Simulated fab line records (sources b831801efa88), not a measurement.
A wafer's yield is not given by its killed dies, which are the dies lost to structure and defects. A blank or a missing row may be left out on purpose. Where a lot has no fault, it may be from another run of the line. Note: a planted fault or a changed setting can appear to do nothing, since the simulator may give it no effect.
The same fault as seen by 2 desks ; flow sky130 ; only its own numbers are on each desk; what lay behind them is given at the end

## FROM THE METROLOGY DESK
What the gauges read, lot by lot, whatever tool the lot ran on: means of the sampled wafers that have a number. Marked OUT: a lot whose mean sits more than 4 standard deviations from the usual mean, which makes it out of limits; the brackets give that distance.
Columns: A = SPACER_CVD_00_THK at SKY_SPACER_THK_MEAS_01, usual 42.7 nm; B = SD_P_TW at SKY_SD_P_TW_MEAS_11, usual 2827; C = RES_XHIGH_TW at SKY_RES_XHIGH_TW_MEAS_09, usual 1642; D = RES_XHIGH_RS at SKY_SD_N_RS_MEAS_18, usual 333.3 ohm/sq
lot;first seen here;A;B;C;D
L652;day 23 20:56;43.1;2812;1655;332.2
L653;day 24 21:01;42.6;2824;1640;332.9
L655;day 25 05:10;42.6;2811;1638;333.3
L658;day 26 21:38;42.8;2844;1645;332.6
L666;day 29 18:07;42.8;2817;1640;333.5
L663;day 29 18:07;42.5;2862;1650;332.3
L664;day 29 19:19;42.1;2808;1625;333.8
L665;day 29 19:20;42.9;2814;1647;335.1
L670;day 30 19:22;42.3;2804;1562 (-8.3) OUT;389.9 (+64) OUT
L671;day 31 15:02;42.8;2827;1578 (-6.7) OUT;371.1 (+42) OUT
This desk finds L670, L671 out of limits, with the earliest case on L670 at day 34 02:06 (RES_XHIGH_TW at SKY_RES_XHIGH_TW_MEAS_09). L652, L653, L655, L658, L666, L663, L664, L665: within limits.

## TOOL OWNER'S DESK, implanter-04
The tool's own readings at SKY_RES_XHIGH_IMPLANT_07, given as means over the sampled wafers that have a number, one for each lot that went through this tool. Marked OUT: a lot whose mean sits more than 4 standard deviations from the usual mean, which makes it out of limits; the brackets give that distance.
Columns: A = doseIonsCm2 at SKY_RES_XHIGH_IMPLANT_07, usual 3.601e+14
lot;first seen here;A
L652;day 27 14:38;3.599e+14
L655;day 28 22:24;3.602e+14
L658;day 30 12:33;3.601e+14
L663;day 33 04:35;3.593e+14
L665;day 33 05:34;3.602e+14
L670;day 34 01:51;3.602e+14
L671;day 34 18:20;3.595e+14
This desk found nothing out of limits on any of the 7 lots.

## ALL TOGETHER
An alarm was possible from the metrology desk at day 34 02:06, on L670, L671.
The desk of the tool owner found nothing out of limits.
The tool owner's desk has L670, L671 on record, within its limits.
SKY_RES_XHIGH_IMPLANT_07 was run on implanter-04 by each of the lots named.

## WHAT WAS PUT IN BY THE SIMULATOR
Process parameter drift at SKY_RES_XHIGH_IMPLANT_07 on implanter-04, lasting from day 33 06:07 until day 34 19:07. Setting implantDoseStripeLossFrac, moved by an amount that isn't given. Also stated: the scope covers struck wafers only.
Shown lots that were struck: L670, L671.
Delay in hours, fault start to first out-of-limits reading, per desk: metrology desk 20.
